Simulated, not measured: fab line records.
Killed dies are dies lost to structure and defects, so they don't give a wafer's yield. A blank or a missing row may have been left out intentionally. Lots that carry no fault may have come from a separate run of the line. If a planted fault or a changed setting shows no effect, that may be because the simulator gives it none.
fab line records / flow sky130
record lots=13 wafers=39 last-day=49
route steps=708 shown VT_ADJUST_LVTN@118 VT_ADJUST_HVTR@138 VT_ADJUST_PCH@150 LDD_N@241 PAD_OPEN@708
lots that met no fault: from a run of the same line without faults
start-h: hours from the record's first day to the start of the lot's first wafer shown / wait-h: hours from the lot's prior step to this one / " as in the row above / L1.1+2: several wafers, shown together as one row / - either no value or no given start / * or withheld: withheld / < > ~ a bound
route shown NAME@n: a module of which the file shows steps, and the number in the route of the first / usual: the fault-free wafers' mean and standard deviation / same: alike in all rows / chamber/n: place in a boat / sites: per-site readings / _std_site: standard deviation of those values / _edge_site: mean of outer sites minus mean of inner sites / radius-mm: how far each site lies from the wafer's centre / mask NAME#n: copy n / behind: the last tool/chamber to shape the wafer / hold: cause of the lot's hold/its duration in hours/its outcome / device: names the non-switching transistor (n, p or np) / end of line: tests of these same wafers at the route's end / step lacking rows: just its recipe / killed: count of dies lost to structure and defects at first sort (not the wafer's yield) / map: a wafer's dies, x killed, . not, _ none there
set.NAME: setting as actually run; set.NAME@STEP: the setting as run at that earlier step / model.NAME: the simulator's own value behind a step, which no gauge read
one table for each step of the route and one row for each wafer, over a sample of lots
services: from which hour (start-h, from the record's first day; less than 0 if before it) a tool's chamber was out of use, for how many hours, and why
## steps
# step SKY_VT_ADJUST_LVTN_TW_MEAS_21
# usual VT_ADJUST_LVTN_2_TW=187.3/1.7
lot.wafer=L308.1 tool=film-metro-02 chamber=- start-h=164.06 wait-h=0.1 VT_ADJUST_LVTN_2_TW=187.1
lot.wafer=L308.2 tool=film-metro-02 chamber=- start-h=164.06 wait-h=0.1 VT_ADJUST_LVTN_2_TW=186.3
lot.wafer=L308.5 tool=film-metro-02 chamber=- start-h=164.06 wait-h=0.1 VT_ADJUST_LVTN_2_TW=187.4
lot.wafer=L309.2 tool=film-metro-02 chamber=- start-h=168.57 wait-h=0.1 VT_ADJUST_LVTN_2_TW=190.4
lot.wafer=L309.3 tool=film-metro-02 chamber=- start-h=168.57 wait-h=0.1 VT_ADJUST_LVTN_2_TW=190.2
lot.wafer=L309.5 tool=film-metro-02 chamber=- start-h=168.57 wait-h=0.1 VT_ADJUST_LVTN_2_TW=190.4
lot.wafer=L310.3 tool=film-metro-04 chamber=- start-h=172.92 wait-h=0.1 VT_ADJUST_LVTN_2_TW=184.3
lot.wafer=L310.5 tool=film-metro-04 chamber=- start-h=172.92 wait-h=0.1 VT_ADJUST_LVTN_2_TW=185.8
lot.wafer=L310.6 tool=film-metro-04 chamber=- start-h=172.92 wait-h=0.1 VT_ADJUST_LVTN_2_TW=185.6
lot.wafer=L311.3 tool=film-metro-02 chamber=- start-h=180.12 wait-h=0.1 VT_ADJUST_LVTN_2_TW=189.4
lot.wafer=L311.4 tool=film-metro-02 chamber=- start-h=180.12 wait-h=0.1 VT_ADJUST_LVTN_2_TW=189.7
lot.wafer=L311.5 tool=film-metro-02 chamber=- start-h=180.12 wait-h=0.1 VT_ADJUST_LVTN_2_TW=191.1
lot.wafer=L312.1 tool=film-metro-04 chamber=- start-h=188.42 wait-h=0.1 VT_ADJUST_LVTN_2_TW=185.8
lot.wafer=L312.2 tool=film-metro-04 chamber=- start-h=188.42 wait-h=0.1 VT_ADJUST_LVTN_2_TW=184.4
lot.wafer=L312.5 tool=film-metro-04 chamber=- start-h=188.42 wait-h=0.1 VT_ADJUST_LVTN_2_TW=185.7
lot.wafer=L316.1 tool=film-metro-03 chamber=- start-h=209.82 wait-h=0.1 VT_ADJUST_LVTN_2_TW=187.4
lot.wafer=L316.3 tool=film-metro-03 chamber=- start-h=209.82 wait-h=0.1 VT_ADJUST_LVTN_2_TW=187.5
lot.wafer=L316.4 tool=film-metro-03 chamber=- start-h=209.82 wait-h=0.1 VT_ADJUST_LVTN_2_TW=187.7
lot.wafer=L318.4 tool=film-metro-04 chamber=- start-h=231.34 wait-h=0.1 VT_ADJUST_LVTN_2_TW=185.5
lot.wafer=L318.5 tool=film-metro-04 chamber=- start-h=231.34 wait-h=0.1 VT_ADJUST_LVTN_2_TW=184.8
lot.wafer=L318.6 tool=film-metro-04 chamber=- start-h=231.34 wait-h=0.1 VT_ADJUST_LVTN_2_TW=185.2
lot.wafer=L319.3 tool=film-metro-04 chamber=- start-h=243.63 wait-h=0.1 VT_ADJUST_LVTN_2_TW=185.0
lot.wafer=L319.4 tool=film-metro-04 chamber=- start-h=243.63 wait-h=0.1 VT_ADJUST_LVTN_2_TW=185.3
lot.wafer=L319.5 tool=film-metro-04 chamber=- start-h=243.63 wait-h=0.1 VT_ADJUST_LVTN_2_TW=186.4
lot.wafer=L322.2 tool=film-metro-04 chamber=- start-h=260.63 wait-h=0.1 VT_ADJUST_LVTN_2_TW=185.3
lot.wafer=L322.4 tool=film-metro-04 chamber=- start-h=260.63 wait-h=0.1 VT_ADJUST_LVTN_2_TW=186.4
lot.wafer=L322.6 tool=film-metro-04 chamber=- start-h=260.63 wait-h=0.1 VT_ADJUST_LVTN_2_TW=185.1
lot.wafer=L323.1 tool=film-metro-02 chamber=- start-h=265.30 wait-h=0.1 VT_ADJUST_LVTN_2_TW=189.5
lot.wafer=L323.2 tool=film-metro-02 chamber=- start-h=265.30 wait-h=0.1 VT_ADJUST_LVTN_2_TW=189.1
lot.wafer=L323.5 tool=film-metro-02 chamber=- start-h=265.30 wait-h=0.1 VT_ADJUST_LVTN_2_TW=189.4
lot.wafer=L324.1 tool=film-metro-02 chamber=- start-h=277.96 wait-h=0.1 VT_ADJUST_LVTN_2_TW=189.9
lot.wafer=L324.3 tool=film-metro-02 chamber=- start-h=277.96 wait-h=0.1 VT_ADJUST_LVTN_2_TW=189.6
lot.wafer=L324.4 tool=film-metro-02 chamber=- start-h=277.96 wait-h=0.1 VT_ADJUST_LVTN_2_TW=190.3
lot.wafer=L325.2 tool=film-metro-03 chamber=- start-h=283.76 wait-h=0.1 VT_ADJUST_LVTN_2_TW=188.2
lot.wafer=L325.4 tool=film-metro-03 chamber=- start-h=283.76 wait-h=0.1 VT_ADJUST_LVTN_2_TW=187.8
lot.wafer=L325.5 tool=film-metro-03 chamber=- start-h=283.76 wait-h=0.1 VT_ADJUST_LVTN_2_TW=188.6
lot.wafer=L327.1 tool=film-metro-03 chamber=- start-h=292.30 wait-h=0.1 VT_ADJUST_LVTN_2_TW=187.5
lot.wafer=L327.3 tool=film-metro-03 chamber=- start-h=292.30 wait-h=0.1 VT_ADJUST_LVTN_2_TW=186.6
lot.wafer=L327.6 tool=film-metro-03 chamber=- start-h=292.30 wait-h=0.1 VT_ADJUST_LVTN_2_TW=186.1
# step SKY_VT_ADJUST_HVTR_CD_MEAS_07
# recipe target-cd-nm=380
# usual cd-nm=380.4/2
lot.wafer=L308.1 tool=cd-sem-02 chamber=- start-h=205.97 wait-h=0.1 cd-nm=380.7
lot.wafer=L308.2 tool=cd-sem-02 chamber=- start-h=205.97 wait-h=0.1 cd-nm=376.3
lot.wafer=L308.5 tool=cd-sem-02 chamber=- start-h=205.97 wait-h=0.1 cd-nm=378.3
lot.wafer=L309.2 tool=cd-sem-01 chamber=- start-h=211.78 wait-h=0.1 cd-nm=378.9
lot.wafer=L309.3 tool=cd-sem-01 chamber=- start-h=211.78 wait-h=0.1 cd-nm=378.7
lot.wafer=L309.5 tool=cd-sem-01 chamber=- start-h=211.78 wait-h=0.1 cd-nm=379.6
lot.wafer=L310.3 tool=cd-sem-01 chamber=- start-h=215.87 wait-h=0.1 cd-nm=382.8
lot.wafer=L310.5 tool=cd-sem-01 chamber=- start-h=215.87 wait-h=0.1 cd-nm=383.1
lot.wafer=L310.6 tool=cd-sem-01 chamber=- start-h=215.87 wait-h=0.1 cd-nm=380.8
lot.wafer=L311.3 tool=cd-sem-01 chamber=- start-h=224.37 wait-h=0.1 cd-nm=381.5
lot.wafer=L311.4 tool=cd-sem-01 chamber=- start-h=224.37 wait-h=0.1 cd-nm=380.3
lot.wafer=L311.5 tool=cd-sem-01 chamber=- start-h=224.37 wait-h=0.1 cd-nm=379.6
lot.wafer=L312.1 tool=cd-sem-01 chamber=- start-h=232.63 wait-h=0.1 cd-nm=382.2
lot.wafer=L312.2 tool=cd-sem-01 chamber=- start-h=232.63 wait-h=0.1 cd-nm=380.6
lot.wafer=L312.5 tool=cd-sem-01 chamber=- start-h=232.63 wait-h=0.1 cd-nm=384.5
lot.wafer=L316.1 tool=cd-sem-01 chamber=- start-h=255.52 wait-h=0.1 cd-nm=381.3
lot.wafer=L316.3 tool=cd-sem-01 chamber=- start-h=255.52 wait-h=0.1 cd-nm=379.1
lot.wafer=L316.4 tool=cd-sem-01 chamber=- start-h=255.52 wait-h=0.1 cd-nm=379.0
lot.wafer=L318.4 tool=cd-sem-01 chamber=- start-h=280.03 wait-h=0.1 cd-nm=382.3
lot.wafer=L318.5 tool=cd-sem-01 chamber=- start-h=280.03 wait-h=0.1 cd-nm=381.5
lot.wafer=L318.6 tool=cd-sem-01 chamber=- start-h=280.03 wait-h=0.1 cd-nm=383.8
lot.wafer=L319.3 tool=cd-sem-02 chamber=- start-h=292.17 wait-h=0.1 cd-nm=379.0
lot.wafer=L319.4 tool=cd-sem-02 chamber=- start-h=292.17 wait-h=0.1 cd-nm=381.6
lot.wafer=L319.5 tool=cd-sem-02 chamber=- start-h=292.17 wait-h=0.1 cd-nm=382.0
lot.wafer=L322.2 tool=cd-sem-01 chamber=- start-h=309.68 wait-h=0.1 cd-nm=374.0
lot.wafer=L322.4 tool=cd-sem-01 chamber=- start-h=309.68 wait-h=0.1 cd-nm=379.3
lot.wafer=L322.6 tool=cd-sem-01 chamber=- start-h=309.68 wait-h=0.1 cd-nm=379.6
lot.wafer=L323.1 tool=cd-sem-02 chamber=- start-h=316.72 wait-h=0.1 cd-nm=379.9
lot.wafer=L323.2 tool=cd-sem-02 chamber=- start-h=316.72 wait-h=0.1 cd-nm=379.7
lot.wafer=L323.5 tool=cd-sem-02 chamber=- start-h=316.72 wait-h=0.1 cd-nm=377.7
lot.wafer=L324.1 tool=cd-sem-02 chamber=- start-h=330.11 wait-h=0.1 cd-nm=379.6
lot.wafer=L324.3 tool=cd-sem-02 chamber=- start-h=330.11 wait-h=0.1 cd-nm=379.1
lot.wafer=L324.4 tool=cd-sem-02 chamber=- start-h=330.11 wait-h=0.1 cd-nm=379.0
lot.wafer=L325.2 tool=cd-sem-01 chamber=- start-h=334.88 wait-h=0.1 cd-nm=382.0
lot.wafer=L325.4 tool=cd-sem-01 chamber=- start-h=334.88 wait-h=0.1 cd-nm=378.3
lot.wafer=L325.5 tool=cd-sem-01 chamber=- start-h=334.88 wait-h=0.1 cd-nm=380.2
lot.wafer=L327.1 tool=cd-sem-01 chamber=- start-h=345.48 wait-h=0.1 cd-nm=378.5
lot.wafer=L327.3 tool=cd-sem-01 chamber=- start-h=345.48 wait-h=0.1 cd-nm=377.6
lot.wafer=L327.6 tool=cd-sem-01 chamber=- start-h=345.48 wait-h=0.1 cd-nm=377.6
# step SKY_VT_ADJUST_PCH_OVL_MEAS_07
# usual VT_ADJUST_PCH_OVL=-0.1/1.3
lot.wafer=L308.1 tool=overlay-02 chamber=- start-h=228.87 wait-h=- VT_ADJUST_PCH_OVL[nm]=2.0
lot.wafer=L308.2 tool=overlay-02 chamber=- start-h=228.87 wait-h=- VT_ADJUST_PCH_OVL[nm]=0.9
lot.wafer=L308.5 tool=overlay-02 chamber=- start-h=228.87 wait-h=- VT_ADJUST_PCH_OVL[nm]=2.9
lot.wafer=L309.2 tool=overlay-01 chamber=- start-h=235.04 wait-h=- VT_ADJUST_PCH_OVL[nm]=-1.9
lot.wafer=L309.3 tool=overlay-01 chamber=- start-h=235.04 wait-h=- VT_ADJUST_PCH_OVL[nm]=-0.1
lot.wafer=L309.5 tool=overlay-01 chamber=- start-h=235.04 wait-h=- VT_ADJUST_PCH_OVL[nm]=-1.5
lot.wafer=L310.3 tool=overlay-01 chamber=- start-h=238.87 wait-h=- VT_ADJUST_PCH_OVL[nm]=-0.7
lot.wafer=L310.5 tool=overlay-01 chamber=- start-h=238.87 wait-h=- VT_ADJUST_PCH_OVL[nm]=-0.1
lot.wafer=L310.6 tool=overlay-01 chamber=- start-h=238.87 wait-h=- VT_ADJUST_PCH_OVL[nm]=-1.3
lot.wafer=L311.3 tool=overlay-01 chamber=- start-h=247.65 wait-h=- VT_ADJUST_PCH_OVL[nm]=1.5
lot.wafer=L311.4 tool=overlay-01 chamber=- start-h=247.65 wait-h=- VT_ADJUST_PCH_OVL[nm]=1.4
lot.wafer=L311.5 tool=overlay-01 chamber=- start-h=247.65 wait-h=- VT_ADJUST_PCH_OVL[nm]=2.0
lot.wafer=L312.1 tool=overlay-01 chamber=- start-h=257.18 wait-h=- VT_ADJUST_PCH_OVL[nm]=-0.7
lot.wafer=L312.2 tool=overlay-01 chamber=- start-h=257.18 wait-h=- VT_ADJUST_PCH_OVL[nm]=-0.9
lot.wafer=L312.5 tool=overlay-01 chamber=- start-h=257.18 wait-h=- VT_ADJUST_PCH_OVL[nm]=0.9
lot.wafer=L316.1 tool=overlay-02 chamber=- start-h=280.47 wait-h=- VT_ADJUST_PCH_OVL[nm]=0.4
lot.wafer=L316.3 tool=overlay-02 chamber=- start-h=280.47 wait-h=- VT_ADJUST_PCH_OVL[nm]=0.5
lot.wafer=L316.4 tool=overlay-02 chamber=- start-h=280.47 wait-h=- VT_ADJUST_PCH_OVL[nm]=-0.6
lot.wafer=L318.4 tool=overlay-01 chamber=- start-h=305.78 wait-h=- VT_ADJUST_PCH_OVL[nm]=-1.0
lot.wafer=L318.5 tool=overlay-01 chamber=- start-h=305.78 wait-h=- VT_ADJUST_PCH_OVL[nm]=-0.1
lot.wafer=L318.6 tool=overlay-01 chamber=- start-h=305.78 wait-h=- VT_ADJUST_PCH_OVL[nm]=-1.3
lot.wafer=L319.3 tool=overlay-01 chamber=- start-h=318.13 wait-h=- VT_ADJUST_PCH_OVL[nm]=-0.9
lot.wafer=L319.4 tool=overlay-01 chamber=- start-h=318.13 wait-h=- VT_ADJUST_PCH_OVL[nm]=-0.1
lot.wafer=L319.5 tool=overlay-01 chamber=- start-h=318.13 wait-h=- VT_ADJUST_PCH_OVL[nm]=0.5
lot.wafer=L322.2 tool=overlay-01 chamber=- start-h=336.07 wait-h=- VT_ADJUST_PCH_OVL[nm]=-1.0
lot.wafer=L322.4 tool=overlay-01 chamber=- start-h=336.07 wait-h=- VT_ADJUST_PCH_OVL[nm]=-2.6
lot.wafer=L322.6 tool=overlay-01 chamber=- start-h=336.07 wait-h=- VT_ADJUST_PCH_OVL[nm]=-1.3
lot.wafer=L323.1 tool=overlay-01 chamber=- start-h=344.06 wait-h=- VT_ADJUST_PCH_OVL[nm]=-0.9
lot.wafer=L323.2 tool=overlay-01 chamber=- start-h=344.06 wait-h=- VT_ADJUST_PCH_OVL[nm]=-1.1
lot.wafer=L323.5 tool=overlay-01 chamber=- start-h=344.06 wait-h=- VT_ADJUST_PCH_OVL[nm]=-0.3
lot.wafer=L324.1 tool=overlay-01 chamber=- start-h=357.71 wait-h=- VT_ADJUST_PCH_OVL[nm]=-1.2
lot.wafer=L324.3 tool=overlay-01 chamber=- start-h=357.71 wait-h=- VT_ADJUST_PCH_OVL[nm]=-1.4
lot.wafer=L324.4 tool=overlay-01 chamber=- start-h=357.71 wait-h=- VT_ADJUST_PCH_OVL[nm]=-0.3
lot.wafer=L325.2 tool=overlay-01 chamber=- start-h=362.57 wait-h=- VT_ADJUST_PCH_OVL[nm]=-0.2
lot.wafer=L325.4 tool=overlay-01 chamber=- start-h=362.57 wait-h=- VT_ADJUST_PCH_OVL[nm]=1.9
lot.wafer=L325.5 tool=overlay-01 chamber=- start-h=362.57 wait-h=- VT_ADJUST_PCH_OVL[nm]=-0.9
lot.wafer=L327.1 tool=overlay-01 chamber=- start-h=373.33 wait-h=- VT_ADJUST_PCH_OVL[nm]=-0.1
lot.wafer=L327.3 tool=overlay-01 chamber=- start-h=373.33 wait-h=- VT_ADJUST_PCH_OVL[nm]=-0.8
lot.wafer=L327.6 tool=overlay-01 chamber=- start-h=373.33 wait-h=- VT_ADJUST_PCH_OVL[nm]=0.9
# step SKY_LDD_N_EXPOSE_04
# recipe mask-id=NTM target-cd-nm=840 na=0.6 source-shape=conventional sigma-outer=0.6 dose-mj=110
lot.wafer=L308.1+2+5 tool=iline-stepper-01 chamber=0 start-h=387.84 wait-h=- mask=NTM#0
lot.wafer=L309.2+3+5 tool=iline-stepper-02 chamber=0 start-h=397.26 wait-h=- mask=NTM#0
lot.wafer=L310.3+5+6 tool=iline-stepper-01 chamber=0 start-h=400.50 wait-h=- mask=NTM#0
lot.wafer=L311.3+4+5 tool=iline-stepper-01 chamber=0 start-h=413.55 wait-h=- mask=NTM#0
lot.wafer=L312.1+2+5 tool=iline-stepper-01 chamber=0 start-h=427.01 wait-h=- mask=NTM#0
lot.wafer=L316.1+3+4 tool=iline-stepper-02 chamber=0 start-h=452.07 wait-h=- mask=NTM#0
lot.wafer=L318.4+5+6 tool=iline-stepper-02 chamber=0 start-h=481.35 wait-h=- mask=NTM#0
lot.wafer=L319.3+4+5 tool=iline-stepper-01 chamber=0 start-h=497.78 wait-h=- mask=NTM#0
lot.wafer=L322.2+4+6 tool=iline-stepper-01 chamber=0 start-h=515.19 wait-h=- mask=NTM#0
lot.wafer=L323.1+2+5 tool=iline-stepper-01 chamber=0 start-h=523.31 wait-h=- mask=NTM#0
lot.wafer=L324.1+3+4 tool=iline-stepper-01 chamber=0 start-h=539.27 wait-h=- mask=NTM#0
lot.wafer=L325.2+4+5 tool=iline-stepper-01 chamber=0 start-h=543.85 wait-h=- mask=NTM#0
lot.wafer=L327.1+3+6 tool=iline-stepper-01 chamber=0 start-h=553.89 wait-h=- mask=NTM#0
# step SKY_LDD_N_OVL_MEAS_07
# usual LDD_N_OVL=-1.0/1.3
lot.wafer=L308.1 tool=overlay-01 chamber=- start-h=402.07 wait-h=0.1 LDD_N_OVL[nm]=-1.2
lot.wafer=L308.2 tool=overlay-01 chamber=- start-h=402.07 wait-h=0.1 LDD_N_OVL[nm]=-1.8
lot.wafer=L308.5 tool=overlay-01 chamber=- start-h=402.07 wait-h=0.1 LDD_N_OVL[nm]=-2.5
lot.wafer=L309.2 tool=overlay-02 chamber=- start-h=411.22 wait-h=0.1 LDD_N_OVL[nm]=-0.4
lot.wafer=L309.3 tool=overlay-02 chamber=- start-h=411.22 wait-h=0.1 LDD_N_OVL[nm]=-2.6
lot.wafer=L309.5 tool=overlay-02 chamber=- start-h=411.22 wait-h=0.1 LDD_N_OVL[nm]=-1.5
lot.wafer=L310.3 tool=overlay-02 chamber=- start-h=414.53 wait-h=0.1 LDD_N_OVL[nm]=-0.4
lot.wafer=L310.5 tool=overlay-02 chamber=- start-h=414.53 wait-h=0.1 LDD_N_OVL[nm]=-1.1
lot.wafer=L310.6 tool=overlay-02 chamber=- start-h=414.53 wait-h=0.1 LDD_N_OVL[nm]=0.8
lot.wafer=L311.3 tool=overlay-01 chamber=- start-h=428.52 wait-h=0.1 LDD_N_OVL[nm]=-3.5
lot.wafer=L311.4 tool=overlay-01 chamber=- start-h=428.52 wait-h=0.1 LDD_N_OVL[nm]=-1.9
lot.wafer=L311.5 tool=overlay-01 chamber=- start-h=428.52 wait-h=0.1 LDD_N_OVL[nm]=-2.9
lot.wafer=L312.1 tool=overlay-01 chamber=- start-h=441.86 wait-h=0.1 LDD_N_OVL[nm]=-2.4
lot.wafer=L312.2 tool=overlay-01 chamber=- start-h=441.86 wait-h=0.1 LDD_N_OVL[nm]=-1.4
lot.wafer=L312.5 tool=overlay-01 chamber=- start-h=441.86 wait-h=0.1 LDD_N_OVL[nm]=-2.6
lot.wafer=L316.1 tool=overlay-01 chamber=- start-h=466.81 wait-h=0.1 LDD_N_OVL[nm]=52.8
lot.wafer=L316.3 tool=overlay-01 chamber=- start-h=466.81 wait-h=0.1 LDD_N_OVL[nm]=51.8
lot.wafer=L316.4 tool=overlay-01 chamber=- start-h=466.81 wait-h=0.1 LDD_N_OVL[nm]=52.7
lot.wafer=L318.4 tool=overlay-02 chamber=- start-h=496.44 wait-h=0.1 LDD_N_OVL[nm]=54.2
lot.wafer=L318.5 tool=overlay-02 chamber=- start-h=496.44 wait-h=0.1 LDD_N_OVL[nm]=54.2
lot.wafer=L318.6 tool=overlay-02 chamber=- start-h=496.44 wait-h=0.1 LDD_N_OVL[nm]=52.8
lot.wafer=L319.3 tool=overlay-01 chamber=- start-h=513.03 wait-h=0.1 LDD_N_OVL[nm]=-0.8
lot.wafer=L319.4 tool=overlay-01 chamber=- start-h=513.03 wait-h=0.1 LDD_N_OVL[nm]=-1.4
lot.wafer=L319.5 tool=overlay-01 chamber=- start-h=513.03 wait-h=0.1 LDD_N_OVL[nm]=-0.4
lot.wafer=L322.2 tool=overlay-01 chamber=- start-h=530.36 wait-h=0.1 LDD_N_OVL[nm]=-0.7
lot.wafer=L322.4 tool=overlay-01 chamber=- start-h=530.36 wait-h=0.1 LDD_N_OVL[nm]=-2.0
lot.wafer=L322.6 tool=overlay-01 chamber=- start-h=530.36 wait-h=0.1 LDD_N_OVL[nm]=-2.1
lot.wafer=L323.1 tool=overlay-01 chamber=- start-h=537.57 wait-h=0.1 LDD_N_OVL[nm]=-0.4
lot.wafer=L323.2 tool=overlay-01 chamber=- start-h=537.57 wait-h=0.1 LDD_N_OVL[nm]=0.0
lot.wafer=L323.5 tool=overlay-01 chamber=- start-h=537.57 wait-h=0.1 LDD_N_OVL[nm]=-0.2
lot.wafer=L324.1 tool=overlay-01 chamber=- start-h=554.56 wait-h=0.1 LDD_N_OVL[nm]=0.5
lot.wafer=L324.3 tool=overlay-01 chamber=- start-h=554.56 wait-h=0.1 LDD_N_OVL[nm]=0.1
lot.wafer=L324.4 tool=overlay-01 chamber=- start-h=554.56 wait-h=0.1 LDD_N_OVL[nm]=-2.3
lot.wafer=L325.2 tool=overlay-01 chamber=- start-h=558.36 wait-h=0.1 LDD_N_OVL[nm]=-1.0
lot.wafer=L325.4 tool=overlay-01 chamber=- start-h=558.36 wait-h=0.1 LDD_N_OVL[nm]=-1.4
lot.wafer=L325.5 tool=overlay-01 chamber=- start-h=558.36 wait-h=0.1 LDD_N_OVL[nm]=-0.4
lot.wafer=L327.1 tool=overlay-02 chamber=- start-h=568.11 wait-h=0.1 LDD_N_OVL[nm]=-0.8
lot.wafer=L327.3 tool=overlay-02 chamber=- start-h=568.11 wait-h=0.1 LDD_N_OVL[nm]=-2.4
lot.wafer=L327.6 tool=overlay-02 chamber=- start-h=568.11 wait-h=0.1 LDD_N_OVL[nm]=-2.2
# step SKY_PAD_OPEN_PROBE_99
# usual killed_at_M0_to_M3=44/6.5 killed_at_M4_up=3.3/1.7 killed-at-contacts=25/5.3 killed-at-front-end=15/5 killed-at-other=0.2/0.47 killed-dies=87/9.9 killed-open=47/8 killed-short=39/6.1
# same gross-dies=492 killed-at-back-side=0
lot.wafer=L325.5 tool=prober-01 chamber=- start-h=1173.32 wait-h=0.2 killed_at_M0_to_M3=50 killed_at_M4_up=2 killed-at-contacts=21 killed-at-front-end=19 killed-at-other=0 killed-dies=92 killed-open=45 killed-short=47
# killed by level:class
L325.5 METAL1:geometric-particle:short=11 VIA1:geometric-particle:short=10 CONTACT:geometric-particle:open=10 VIA3:geometric-particle:open=7 FIELD_ISO:geometric-particle:open=6 METAL2:geometric-particle:short=6 VIA1:geometric-particle:open=6 LI_CONTACT:geometric-particle:open=5
## services
tool=iline-stepper-02 chamber=- start-h=436.06 hours=5.9 kind=repair
tool=iline-stepper-01 chamber=- start-h=453.08 hours=1.7 kind=pm
tool=iline-stepper-02 chamber=- start-h=455.82 hours=1.7 kind=pm
tool=iline-stepper-02 chamber=- start-h=497.57 hours=6.5 kind=repair
## key
first-sign step=SKY_LDD_N_OVL_MEAS_07 reading=LDD_N_OVL direction=up sigmas=41 usual=-1.0 struck=53.1
effect none on later readings
met-at SKY_LDD_N_EXPOSE_04
struck-lots L316,L318
tester-left-out L316,L318
not-acting-at SKY_VT_ADJUST_LVTN_TW_MEAS_21,SKY_VT_ADJUST_HVTR_CD_MEAS_07,SKY_VT_ADJUST_PCH_OVL_MEAS_07
onset-between 397.26 452.07
fault kind=scanner-matching-overlay tool=iline-stepper-02 chamber=- onset-h=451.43 steps=SKY_LDD_N_EXPOSE_04 offset=54.24
# tester-left-out: of these lots the tester's yield and bins aren't shown, on N5 and GAA mostly nor the transistor test; their killed dies are dies lost to structure and defects alone, not to doping, threshold or leakage, so they don't give the yield
